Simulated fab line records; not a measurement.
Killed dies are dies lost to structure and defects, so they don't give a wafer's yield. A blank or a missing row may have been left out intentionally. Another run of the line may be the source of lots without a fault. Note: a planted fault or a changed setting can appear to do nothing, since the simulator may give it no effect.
fab line records | flow sky130
record lots=15 | wafers=45 | lastDay=50
route steps=708 shown FIELD_ISO@24 NWELL@78 VT_ADJUST_HVTP@95 VT_ADJUST_NCORE@121 VT_ADJUST_HVTR@142 VT_ADJUST_PCH@153
lots that met no fault: taken from a fault-free run of the same line
startH: hours from the record's first day to the start of the lot's first wafer shown | waitH: time in hours since the lot's previous step | " unchanged from the row above | L1.1+2: a single row standing in for several wafers | - no value, or no start was given | * or withheld: withheld | < > ~ a bound
route shown NAME@n: NAME is a module with steps in the file, n the number in the route of the first one | usual: mean/standard deviation of fault-free wafers | same: alike in all rows | chamber/n: place in a boat | sites: per-site readings | _std_site: standard deviation of those values | _edge_site: outer sites' mean less inner sites' | radiusMm: how far each site lies from the wafer's centre | mask NAME#n: copy n | behind: tool/chamber where the wafer was last shaped | hold: cause of the lot's hold/its duration in hours/its outcome | device: names the non-switching transistor (n, p or np) | end of line: at the end of the route, the tests of the same wafers | where a step has no rows: the recipe by itself | killed: count of dies lost to structure and defects at first sort (not the wafer's yield) | map: a wafer's dies, x killed, . not, _ none there
set.NAME: the setting the step ran with; set.NAME@STEP: the setting that earlier step ran with | model.NAME: the simulator's own value behind a step, which no gauge read
one table for each step of the route and one row for each wafer, over a sample of lots
services: when a tool's chamber went out of use (startH, in hours from the record's first day, below 0 if earlier), for how many hours, and the reason
## steps
# step SKY_FIELD_ISO_THK_MEAS_23
# recipe reads=SiO2_of_FIELD_ISO_OXIDATION_22
# usual FIELD_ISO_OXIDATION_01_THK=10.10/0.25
lot.wafer | tool         | chamber | startH | waitH | FIELD_ISO_OXIDATION_01_THK[nm]
L447.1    | filmMetro-04 | -       | 36.22  | 0.0   | 9.97
L447.2    | "            | -       | "      | "     | 10.03
L447.5    | "            | -       | "      | "     | 10.17
L449.2    | filmMetro-03 | -       | 46.58  | 0.0   | 9.71
L449.3    | "            | -       | "      | "     | 10.00
L449.6    | "            | -       | "      | "     | 9.70
L450.1    | filmMetro-02 | -       | 53.16  | 0.0   | 10.07
L450.5    | "            | -       | "      | "     | 10.19
L450.6    | "            | -       | "      | "     | 10.35
L452.3    | filmMetro-04 | -       | 64.44  | 0.0   | 9.74
L452.4    | "            | -       | "      | "     | 9.66
L452.5    | "            | -       | "      | "     | 9.94
L453.3    | filmMetro-04 | -       | 67.34  | 0.0   | 10.08
L453.5    | "            | -       | "      | "     | 10.08
L453.6    | "            | -       | "      | "     | 10.05
L454.1    | filmMetro-03 | -       | 76.19  | 0.0   | 10.00
L454.4    | "            | -       | "      | "     | 9.98
L454.5    | "            | -       | "      | "     | 9.95
L456.1    | filmMetro-03 | -       | 83.32  | 0.0   | 10.50
L456.2    | "            | -       | "      | "     | 10.37
L456.5    | "            | -       | "      | "     | 10.35
L462.1    | filmMetro-03 | -       | 115.48 | 0.0   | 10.02
L462.3    | "            | -       | "      | "     | 10.02
L462.4    | "            | -       | "      | "     | 10.17
L463.1    | filmMetro-02 | -       | 122.65 | 0.0   | 10.42
L463.5    | "            | -       | "      | "     | 10.45
L463.6    | "            | -       | "      | "     | 10.51
L464.2    | filmMetro-04 | -       | 125.08 | 0.0   | 10.08
L464.3    | "            | -       | "      | "     | 10.20
L464.5    | "            | -       | "      | "     | 10.13
L465.1    | filmMetro-03 | -       | 130.56 | 0.0   | 10.62
L465.2    | "            | -       | "      | "     | 10.71
L465.4    | "            | -       | "      | "     | 10.53
L466.2    | filmMetro-02 | -       | 133.92 | 0.0   | 9.72
L466.4    | "            | -       | "      | "     | 9.63
L466.6    | "            | -       | "      | "     | 9.65
L467.3    | filmMetro-02 | -       | 139.45 | 0.0   | 10.07
L467.4    | "            | -       | "      | "     | 10.07
L467.5    | "            | -       | "      | "     | 10.09
L468.2    | filmMetro-03 | -       | 145.87 | 0.0   | 10.37
L468.4    | "            | -       | "      | "     | 10.39
L468.5    | "            | -       | "      | "     | 10.10
L469.1    | filmMetro-04 | -       | 150.07 | 0.0   | 9.94
L469.3    | "            | -       | "      | "     | 10.01
L469.4    | "            | -       | "      | "     | 10.15
# step SKY_NWELL_STRIP_25
# recipe chemistry=O2/N2 | powerW=1400 | pressureMtorr=1500 | platenTempC=withheld | o2FlowSccm=3000 | n2FlowSccm=300 | overashFraction=0.5
# usual drypumpMotorCurrentA=5.9/0.41 | oesProductAu=0.722/0.0048 | stripTimeToEndpointS=36.92/0.097
lot.wafer | tool           | chamber | startH | waitH | drypumpMotorCurrentA | oesProductAu | rfHoursCounterH | stripTimeToEndpointS
L447.1    | plasmaAsher-02 | 1       | 109.71 | 0.1   | 6.3                  | 0.717        | 28              | 37.05
L447.2    | "              | 0       | "      | "     | 5.5                  | 0.718        | 28              | 36.91
L447.5    | "              | 1       | "      | "     | 6.3                  | 0.726        | -               | 37.06
L449.2    | plasmaAsher-01 | 0       | 120.96 | 0.1   | 6.2                  | 0.718        | 0               | 36.91
L449.3    | "              | 0       | "      | "     | 6.2                  | 0.717        | -               | 36.94
L449.6    | "              | 1       | "      | "     | 5.1                  | 0.722        | -               | 36.88
L450.1    | plasmaAsher-02 | 1       | 127.47 | 0.1   | 6.2                  | 0.728        | 30              | 36.94
L450.5    | "              | 1       | "      | "     | 6.2                  | 0.719        | -               | 37.02
L450.6    | "              | 0       | "      | "     | 5.5                  | 0.719        | -               | 37.10
L452.3    | plasmaAsher-04 | 0       | 142.09 | 0.1   | 6.1                  | 0.721        | -               | 36.95
L452.4    | "              | 1       | "      | "     | 6.2                  | 0.725        | -               | 37.01
L452.5    | "              | 1       | "      | "     | 6.2                  | 0.714        | -               | 37.03
L453.3    | plasmaAsher-04 | 0       | 151.65 | 0.1   | 6.0                  | 0.713        | -               | 36.98
L453.5    | "              | 1       | "      | "     | 6.1                  | 0.729        | -               | 36.96
L453.6    | "              | 0       | "      | "     | 6.0                  | 0.723        | -               | 37.03
L454.1    | plasmaAsher-04 | 0       | 160.80 | 0.1   | 6.0                  | 0.721        | 48              | 36.79
L454.4    | "              | 0       | "      | "     | 6.0                  | 0.730        | -               | 36.80
L454.5    | "              | 0       | "      | "     | 6.0                  | 0.726        | -               | 36.72
L456.1    | plasmaAsher-01 | 0       | 169.11 | 0.1   | 6.1                  | 0.717        | 5               | 36.92
L456.2    | "              | 1       | "      | "     | 5.2                  | 0.720        | 5               | 36.90
L456.5    | "              | 0       | "      | "     | 6.2                  | 0.721        | -               | 36.97
L462.1    | plasmaAsher-04 | 1       | 201.92 | 0.1   | 6.1                  | 0.727        | 52              | 36.88
L462.3    | "              | 0       | "      | "     | 6.0                  | 0.723        | -               | 36.85
L462.4    | "              | 1       | "      | "     | 6.1                  | 0.717        | -               | 36.84
L463.1    | plasmaAsher-04 | 0       | 210.31 | 0.1   | 6.0                  | 0.724        | 53              | 37.03
L463.5    | "              | 1       | "      | "     | 6.2                  | 0.716        | -               | 36.98
L463.6    | "              | 0       | "      | "     | 6.0                  | 0.728        | -               | 36.93
L464.2    | plasmaAsher-02 | 1       | 211.50 | 0.1   | 6.2                  | 0.723        | 38              | 36.74
L464.3    | "              | 0       | "      | "     | 5.5                  | 0.720        | -               | 36.75
L464.5    | "              | 1       | "      | "     | 6.2                  | 0.712        | -               | 36.81
L465.1    | plasmaAsher-04 | 0       | 219.10 | 0.1   | 6.0                  | 0.724        | 53              | 36.84
L465.2    | "              | 1       | "      | "     | 6.2                  | 0.726        | 53              | 36.97
L465.4    | "              | 1       | "      | "     | 6.1                  | 0.725        | -               | 36.96
L466.2    | plasmaAsher-04 | 1       | 223.91 | 0.1   | 6.1                  | 0.727        | 54              | 36.74
L466.4    | "              | 0       | "      | "     | 6.0                  | 0.724        | -               | 36.74
L466.6    | "              | 0       | "      | "     | 6.0                  | 0.713        | -               | 36.82
L467.3    | plasmaAsher-01 | 0       | 229.09 | 0.1   | 6.2                  | 0.721        | -               | 36.71
L467.4    | "              | 1       | "      | "     | 5.1                  | 0.727        | -               | 36.82
L467.5    | "              | 1       | "      | "     | 5.1                  | 0.714        | -               | 36.85
L468.2    | plasmaAsher-04 | 1       | 236.52 | 0.1   | 6.1                  | 0.718        | 55              | 36.92
L468.4    | "              | 1       | "      | "     | 6.2                  | 0.721        | -               | 36.92
L468.5    | "              | 1       | "      | "     | 6.2                  | 0.725        | -               | 36.92
L469.1    | plasmaAsher-02 | 1       | 251.05 | 0.1   | 6.3                  | 0.719        | 42              | 36.92
L469.3    | "              | 1       | "      | "     | 6.2                  | 0.725        | -               | 37.03
L469.4    | "              | 0       | "      | "     | 5.5                  | 0.727        | -               | 36.99
# step SKY_VT_ADJUST_HVTP_STRIP_10
# recipe chemistry=O2/N2 | powerW=1400 | pressureMtorr=1500 | platenTempC=withheld | o2FlowSccm=3000 | n2FlowSccm=300 | overashFraction=0.5
# usual drypumpMotorCurrentA=5.9/0.32 | oesProductAu=0.716/0.0045 | stripTimeToEndpointS=14.18/0.038
lot.wafer | tool           | chamber | startH | waitH | drypumpMotorCurrentA | oesProductAu | rfHoursCounterH | stripTimeToEndpointS
L447.1    | plasmaAsher-02 | 0       | 129.43 | 0.1   | 5.5                  | 0.724        | 30              | 14.16
L447.2    | "              | 1       | "      | "     | 6.2                  | 0.717        | 30              | 14.12
L447.5    | "              | 1       | "      | "     | 6.2                  | 0.714        | -               | 14.13
L449.2    | plasmaAsher-04 | 1       | 140.39 | 0.1   | 6.2                  | 0.708        | 46              | 14.14
L449.3    | "              | 1       | "      | "     | 6.2                  | 0.717        | -               | 14.17
L449.6    | "              | 1       | "      | "     | 6.1                  | 0.720        | -               | 14.19
L450.1    | plasmaAsher-04 | 1       | 147.69 | 0.1   | 6.2                  | 0.716        | 46              | 14.20
L450.5    | "              | 1       | "      | "     | 6.1                  | 0.723        | -               | 14.20
L450.6    | "              | 0       | "      | "     | 6.0                  | 0.706        | -               | 14.21
L452.3    | plasmaAsher-02 | 1       | 161.98 | 0.1   | 6.2                  | 0.712        | -               | 14.22
L452.4    | "              | 0       | "      | "     | 5.5                  | 0.714        | -               | 14.26
L452.5    | "              | 0       | "      | "     | 5.6                  | 0.718        | -               | 14.20
L453.3    | plasmaAsher-03 | 1       | 171.63 | 0.1   | 6.2                  | 0.707        | -               | 14.20
L453.5    | "              | 0       | "      | "     | 5.4                  | 0.718        | -               | 14.18
L453.6    | "              | 1       | "      | "     | 6.1                  | 0.729        | -               | 14.21
L454.1    | plasmaAsher-04 | 0       | 181.99 | 0.1   | 6.0                  | 0.722        | 50              | 14.21
L454.4    | "              | 1       | "      | "     | 6.2                  | 0.716        | -               | 14.19
L454.5    | "              | 1       | "      | "     | 6.2                  | 0.714        | -               | 14.15
L456.1    | plasmaAsher-03 | 0       | 190.71 | 0.1   | 5.4                  | 0.716        | 50              | 14.17
L456.2    | "              | 1       | "      | "     | 6.2                  | 0.723        | 50              | 14.15
L456.5    | "              | 1       | "      | "     | 6.2                  | 0.714        | -               | 14.19
L462.1    | plasmaAsher-04 | 1       | 224.93 | 0.1   | 6.2                  | 0.712        | 54              | 14.19
L462.3    | "              | 1       | "      | "     | 6.2                  | 0.705        | -               | 14.20
L462.4    | "              | 0       | "      | "     | 6.1                  | 0.719        | -               | 14.11
L463.1    | plasmaAsher-04 | 0       | 233.91 | 0.1   | 6.0                  | 0.712        | 55              | 14.14
L463.5    | "              | 0       | "      | "     | 6.0                  | 0.715        | -               | 14.24
L463.6    | "              | 1       | "      | "     | 6.2                  | 0.728        | -               | 14.13
L464.2    | plasmaAsher-03 | 0       | 234.54 | 0.1   | 5.4                  | 0.719        | 54              | 14.19
L464.3    | "              | 1       | "      | "     | 6.1                  | 0.723        | -               | 14.19
L464.5    | "              | 0       | "      | "     | 5.4                  | 0.714        | -               | 14.23
L465.1    | plasmaAsher-03 | 0       | 242.09 | 0.1   | 5.4                  | 0.717        | 55              | 14.19
L465.2    | "              | 1       | "      | "     | 6.1                  | 0.709        | 55              | 14.22
L465.4    | "              | 1       | "      | "     | 6.1                  | 0.713        | -               | 14.19
L466.2    | plasmaAsher-03 | 0       | 247.51 | 0.1   | 5.4                  | 0.709        | 56              | 14.16
L466.4    | "              | 1       | "      | "     | 6.2                  | 0.712        | -               | 14.21
L466.6    | "              | 1       | "      | "     | 6.1                  | 0.723        | -               | 14.18
L467.3    | plasmaAsher-02 | 0       | 252.30 | 0.1   | 5.6                  | 0.712        | -               | 14.18
L467.4    | "              | 1       | "      | "     | 6.2                  | 0.712        | -               | 14.19
L467.5    | "              | 0       | "      | "     | 5.5                  | 0.716        | -               | 14.20
L468.2    | plasmaAsher-03 | 1       | 260.14 | 0.1   | 6.1                  | 0.715        | 57              | 14.15
L468.4    | "              | 1       | "      | "     | 6.1                  | 0.715        | -               | 14.12
L468.5    | "              | 1       | "      | "     | 6.1                  | 0.724        | -               | 14.13
L469.1    | plasmaAsher-04 | 0       | 275.59 | 0.1   | 6.0                  | 0.713        | 59              | 14.24
L469.3    | "              | 1       | "      | "     | 6.2                  | 0.708        | -               | 14.21
L469.4    | "              | 0       | "      | "     | 6.0                  | 0.714        | -               | 14.21
# step SKY_VT_ADJUST_NCORE_COAT_02
# recipe resist=NOVOLAK | spinRpm=3000 | resistThkNm=1140
# usual chillPlateTempC=22.99/0.11 | dispensePressureKPa=51.7/1.4
lot.wafer | tool          | chamber | startH | waitH | chillPlateTempC | dispensePressureKPa
L447.1    | lithoTrack-02 | 0       | 178.24 | 0.1   | 23.08           | 50.4
L447.2    | "             | 0       | "      | "     | 22.89           | 50.4
L447.5    | "             | 0       | "      | "     | 22.93           | 50.4
L449.2    | lithoTrack-02 | 0       | 191.66 | 0.1   | 23.11           | 50.4
L449.3    | "             | 0       | "      | "     | 23.07           | 50.4
L449.6    | "             | 0       | "      | "     | 22.98           | 50.4
L450.1    | lithoTrack-04 | 0       | 197.96 | 0.1   | 23.11           | 51.8
L450.5    | "             | 0       | "      | "     | 22.96           | 51.8
L450.6    | "             | 0       | "      | "     | 23.00           | 51.8
L452.3    | lithoTrack-04 | 0       | 215.96 | 0.1   | 22.80           | 51.8
L452.4    | "             | 0       | "      | "     | 23.12           | 51.8
L452.5    | "             | 0       | "      | "     | 22.77           | 51.8
L453.3    | lithoTrack-01 | -       | 227.31 | 0.1   | -               | -
L453.5    | "             | -       | "      | "     | -               | -
L453.6    | "             | -       | "      | "     | -               | -
L454.1    | lithoTrack-04 | -       | 238.16 | 0.1   | -               | -
L454.4    | "             | -       | "      | "     | -               | -
L454.5    | "             | -       | "      | "     | -               | -
L456.1    | lithoTrack-02 | -       | 246.89 | 0.1   | -               | -
L456.2    | "             | -       | "      | "     | -               | -
L456.5    | "             | -       | "      | "     | -               | -
L462.1    | lithoTrack-02 | 0       | 283.44 | 0.1   | 23.02           | 50.4
L462.3    | "             | 0       | "      | "     | 22.83           | 50.4
L462.4    | "             | 0       | "      | "     | 22.95           | 50.4
L463.1    | lithoTrack-02 | 0       | 293.49 | 0.1   | 22.95           | 50.4
L463.5    | "             | 0       | "      | "     | 23.10           | 50.4
L463.6    | "             | 0       | "      | "     | 23.03           | 50.4
L464.2    | lithoTrack-01 | 0       | 293.98 | 0.1   | 23.09           | 53.9
L464.3    | "             | 0       | "      | "     | 23.00           | 53.9
L464.5    | "             | 0       | "      | "     | 22.74           | 53.9
L465.1    | lithoTrack-02 | 0       | 303.19 | 0.1   | 22.84           | 50.4
L465.2    | "             | 0       | "      | "     | 22.87           | 50.4
L465.4    | "             | 0       | "      | "     | 22.86           | 50.4
L466.2    | lithoTrack-02 | 0       | 308.16 | 0.1   | 23.14           | 50.4
L466.4    | "             | 0       | "      | "     | 23.04           | 50.4
L466.6    | "             | 0       | "      | "     | 23.21           | 50.4
L467.3    | lithoTrack-01 | 0       | 315.81 | 0.1   | 23.08           | 53.9
L467.4    | "             | 0       | "      | "     | 22.91           | 54.0
L467.5    | "             | 0       | "      | "     | 23.06           | 53.9
L468.2    | lithoTrack-01 | 0       | 324.18 | 0.1   | 23.05           | 53.9
L468.4    | "             | 0       | "      | "     | 23.08           | 53.9
L468.5    | "             | 0       | "      | "     | 23.06           | 53.9
L469.1    | lithoTrack-01 | 0       | 340.36 | 0.1   | 22.91           | 53.9
L469.3    | "             | 0       | "      | "     | 23.06           | 53.9
L469.4    | "             | 0       | "      | "     | 22.99           | 54.0
# step SKY_VT_ADJUST_NCORE_CD_MEAS_07
# recipe targetCdNm=380
# usual cdNm=379.8/2.4
lot.wafer | tool     | chamber | startH | waitH | cdNm
L447.1    | cdSem-01 | -       | 188.86 | 0.1   | 380.9
L447.2    | "        | -       | "      | "     | 378.8
L447.5    | "        | -       | "      | "     | 382.7
L449.2    | cdSem-02 | -       | 202.28 | 0.1   | 383.3
L449.3    | "        | -       | "      | "     | 380.3
L449.6    | "        | -       | "      | "     | 383.4
L450.1    | cdSem-01 | -       | 209.41 | 0.1   | 378.7
L450.5    | "        | -       | "      | "     | 379.1
L450.6    | "        | -       | "      | "     | 379.5
L452.3    | cdSem-02 | -       | 227.65 | 0.1   | 381.1
L452.4    | "        | -       | "      | "     | 380.9
L452.5    | "        | -       | "      | "     | 382.7
L453.3    | cdSem-02 | -       | 239.38 | 0.1   | -
L453.5    | "        | -       | "      | "     | -
L453.6    | "        | -       | "      | "     | -
L454.1    | cdSem-01 | -       | 249.06 | 0.1   | -
L454.4    | "        | -       | "      | "     | -
L454.5    | "        | -       | "      | "     | -
L456.1    | cdSem-02 | -       | 258.31 | 0.1   | -
L456.2    | "        | -       | "      | "     | -
L456.5    | "        | -       | "      | "     | -
L462.1    | cdSem-01 | -       | 296.56 | 0.1   | 378.2
L462.3    | "        | -       | "      | "     | 377.9
L462.4    | "        | -       | "      | "     | 378.3
L463.1    | cdSem-01 | -       | 306.24 | 0.1   | 377.9
L463.5    | "        | -       | "      | "     | 380.3
L463.6    | "        | -       | "      | "     | 380.9
L464.2    | cdSem-01 | -       | 306.78 | 0.1   | 381.2
L464.3    | "        | -       | "      | "     | 379.3
L464.5    | "        | -       | "      | "     | 381.3
L465.1    | cdSem-01 | -       | 316.56 | 0.1   | 379.5
L465.2    | "        | -       | "      | "     | 378.1
L465.4    | "        | -       | "      | "     | 378.1
L466.2    | cdSem-01 | -       | 321.73 | 0.1   | 380.6
L466.4    | "        | -       | "      | "     | 377.1
L466.6    | "        | -       | "      | "     | 379.5
L467.3    | cdSem-02 | -       | 328.55 | 0.1   | 380.6
L467.4    | "        | -       | "      | "     | 381.5
L467.5    | "        | -       | "      | "     | 380.7
L468.2    | cdSem-01 | -       | 336.61 | 0.1   | 381.0
L468.4    | "        | -       | "      | "     | 381.8
L468.5    | "        | -       | "      | "     | 380.8
L469.1    | cdSem-01 | -       | 354.16 | 0.1   | 376.9
L469.3    | "        | -       | "      | "     | 381.2
L469.4    | "        | -       | "      | "     | 378.7
# step SKY_VT_ADJUST_HVTR_TW_MEAS_11
# usual VT_ADJUST_HVTR_TW=211.3/3
lot.wafer | tool         | chamber | startH | waitH | VT_ADJUST_HVTR_TW
L447.1    | filmMetro-03 | -       | 210.83 | 0.1   | 214.4
L447.2    | "            | -       | "      | "     | 214.7
L447.5    | "            | -       | "      | "     | 213.7
L449.2    | filmMetro-02 | -       | 225.60 | 0.1   | 211.6
L449.3    | "            | -       | "      | "     | 211.3
L449.6    | "            | -       | "      | "     | 212.8
L450.1    | filmMetro-03 | -       | 232.39 | 0.1   | 213.6
L450.5    | "            | -       | "      | "     | 214.9
L450.6    | "            | -       | "      | "     | 213.8
L452.3    | filmMetro-02 | -       | 251.31 | 0.1   | 210.6
L452.4    | "            | -       | "      | "     | 210.5
L452.5    | "            | -       | "      | "     | 210.2
L453.3    | filmMetro-02 | -       | 262.91 | 0.1   | 263.0
L453.5    | "            | -       | "      | "     | 263.0
L453.6    | "            | -       | "      | "     | 262.2
L454.1    | filmMetro-02 | -       | 273.68 | 0.1   | 261.3
L454.4    | "            | -       | "      | "     | 261.7
L454.5    | "            | -       | "      | "     | 262.7
L456.1    | filmMetro-03 | -       | 283.03 | 0.1   | 265.9
L456.2    | "            | -       | "      | "     | 267.6
L456.5    | "            | -       | "      | "     | 265.3
L462.1    | filmMetro-02 | -       | 323.37 | 0.1   | 211.1
L462.3    | "            | -       | "      | "     | 210.4
L462.4    | "            | -       | "      | "     | 211.2
L463.1    | filmMetro-03 | -       | 332.72 | 0.1   | 214.5
L463.5    | "            | -       | "      | "     | 214.1
L463.6    | "            | -       | "      | "     | 214.6
L464.2    | filmMetro-03 | -       | 332.99 | 0.1   | 214.2
L464.3    | "            | -       | "      | "     | 213.6
L464.5    | "            | -       | "      | "     | 213.4
L465.1    | filmMetro-02 | -       | 343.12 | 0.1   | 212.5
L465.2    | "            | -       | "      | "     | 212.2
L465.4    | "            | -       | "      | "     | 212.5
L466.2    | filmMetro-01 | -       | 349.69 | 0.1   | 208.8
L466.4    | "            | -       | "      | "     | 207.9
L466.6    | "            | -       | "      | "     | 208.2
L467.3    | filmMetro-01 | -       | 356.34 | 0.1   | 207.7
L467.4    | "            | -       | "      | "     | 208.0
L467.5    | "            | -       | "      | "     | 207.1
L468.2    | filmMetro-01 | -       | 365.24 | 0.1   | 207.7
L468.4    | "            | -       | "      | "     | 209.3
L468.5    | "            | -       | "      | "     | 209.2
L469.1    | filmMetro-03 | -       | 383.32 | 0.1   | 216.1
L469.3    | "            | -       | "      | "     | 214.2
L469.4    | "            | -       | "      | "     | 214.5
# step SKY_VT_ADJUST_PCH_TW_MEAS_10
# usual VT_ADJUST_PCH_TW=142.4/1.3
lot.wafer | tool         | chamber | startH | waitH | VT_ADJUST_PCH_TW
L447.1    | filmMetro-04 | -       | 232.94 | 0.1   | 143.4
L447.2    | "            | -       | "      | "     | 143.4
L447.5    | "            | -       | "      | "     | 143.6
L449.2    | filmMetro-04 | -       | 251.53 | 0.1   | 143.2
L449.3    | "            | -       | "      | "     | 143.8
L449.6    | "            | -       | "      | "     | 143.4
L450.1    | filmMetro-01 | -       | 254.71 | 0.1   | 141.4
L450.5    | "            | -       | "      | "     | 141.7
L450.6    | "            | -       | "      | "     | 141.5
L452.3    | filmMetro-01 | -       | 275.29 | 0.1   | 141.2
L452.4    | "            | -       | "      | "     | 141.2
L452.5    | "            | -       | "      | "     | 141.3
L453.3    | filmMetro-01 | -       | 287.88 | 0.1   | 229.4
L453.5    | "            | -       | "      | "     | 229.1
L453.6    | "            | -       | "      | "     | 229.3
L454.1    | filmMetro-04 | -       | 298.84 | 0.1   | 233.5
L454.4    | "            | -       | "      | "     | 231.5
L454.5    | "            | -       | "      | "     | 233.3
L456.1    | filmMetro-04 | -       | 308.81 | 0.1   | 233.6
L456.2    | "            | -       | "      | "     | 233.4
L456.5    | "            | -       | "      | "     | 232.2
L462.1    | filmMetro-02 | -       | 349.99 | 0.1   | 143.5
L462.3    | "            | -       | "      | "     | 143.4
L462.4    | "            | -       | "      | "     | 144.0
L463.1    | filmMetro-01 | -       | 359.96 | 0.1   | 140.6
L463.5    | "            | -       | "      | "     | 141.0
L463.6    | "            | -       | "      | "     | 140.8
L464.2    | filmMetro-04 | -       | 360.65 | 0.1   | 143.8
L464.3    | "            | -       | "      | "     | 144.0
L464.5    | "            | -       | "      | "     | 145.0
L465.1    | filmMetro-02 | -       | 371.27 | 0.1   | 143.7
L465.2    | "            | -       | "      | "     | 143.1
L465.4    | "            | -       | "      | "     | 142.7
L466.2    | filmMetro-04 | -       | 378.41 | 0.1   | 143.8
L466.4    | "            | -       | "      | "     | 143.5
L466.6    | "            | -       | "      | "     | 144.0
L467.3    | filmMetro-02 | -       | 384.92 | 0.1   | 143.2
L467.4    | "            | -       | "      | "     | 142.9
L467.5    | "            | -       | "      | "     | 143.3
L468.2    | filmMetro-01 | -       | 394.06 | 0.1   | 141.4
L468.4    | "            | -       | "      | "     | 140.3
L468.5    | "            | -       | "      | "     | 140.8
L469.1    | filmMetro-02 | -       | 412.72 | 0.1   | 144.4
L469.3    | "            | -       | "      | "     | 143.4
L469.4    | "            | -       | "      | "     | 143.5
## services
tool           | chamber | startH | hours | kind
plasmaAsher-01 | -       | 108.84 | 9.0   | pm
plasmaAsher-01 | 0       | 108.84 | 9.0   | ventCycle
plasmaAsher-01 | 1       | 108.84 | 9.0   | ventCycle
plasmaAsher-01 | 0       | 117.84 | -     | clean
plasmaAsher-01 | 1       | 117.84 | -     | clean
plasmaAsher-02 | -       | 157.74 | 0.5   | repair
plasmaAsher-04 | -       | 158.32 | 2.1   | repair
plasmaAsher-03 | -       | 293.36 | 4.1   | repair
plasmaAsher-04 | -       | 337.57 | 2.8   | pm
## key
firstSign step=SKY_VT_ADJUST_NCORE_COAT_02 | reading=toolRecord | direction=missing
effect step=SKY_VT_ADJUST_NCORE_CD_MEAS_07 | reading=cdNm | direction=missing
effect step=SKY_VT_ADJUST_HVTR_TW_MEAS_11 | reading=VT_ADJUST_HVTR_TW | direction=up | sigmas=18 | usual=211.3 | struck=263.6
effect step=SKY_VT_ADJUST_PCH_TW_MEAS_10 | reading=VT_ADJUST_PCH_TW | direction=up | sigmas=68 | usual=142.4 | struck=231.7
metAt SKY_VT_ADJUST_NCORE_COAT_02
struckLots L453,L454,L456
sortLeftOut L453.3,L453.5,L453.6,L454.1,L454.4,L454.5,L456.1,L456.2,L456.5
testerLeftOut L453,L454,L456
notActingAt SKY_FIELD_ISO_THK_MEAS_23,SKY_NWELL_STRIP_25,SKY_VT_ADJUST_HVTP_STRIP_10
onsetBetween 215.96 227.31
fault kind=skippedStepWhole | tool=lithoTrack-01,lithoTrack-02,lithoTrack-04 | chamber=- | onsetH=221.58 | steps=SKY_VT_ADJUST_NCORE_COAT_02 | scope=struckLotsOnly
# testerLeftOut: of these lots the tester's yield and bins aren't shown, on N5 and GAA mostly nor the transistor test; their killed dies are dies lost to structure and defects alone, not to doping, threshold or leakage, so they don't give the yield
# sortLeftOut: the simulated sort isn't trusted on such a fault, so these wafers' sort isn't shown, and their yield isn't known
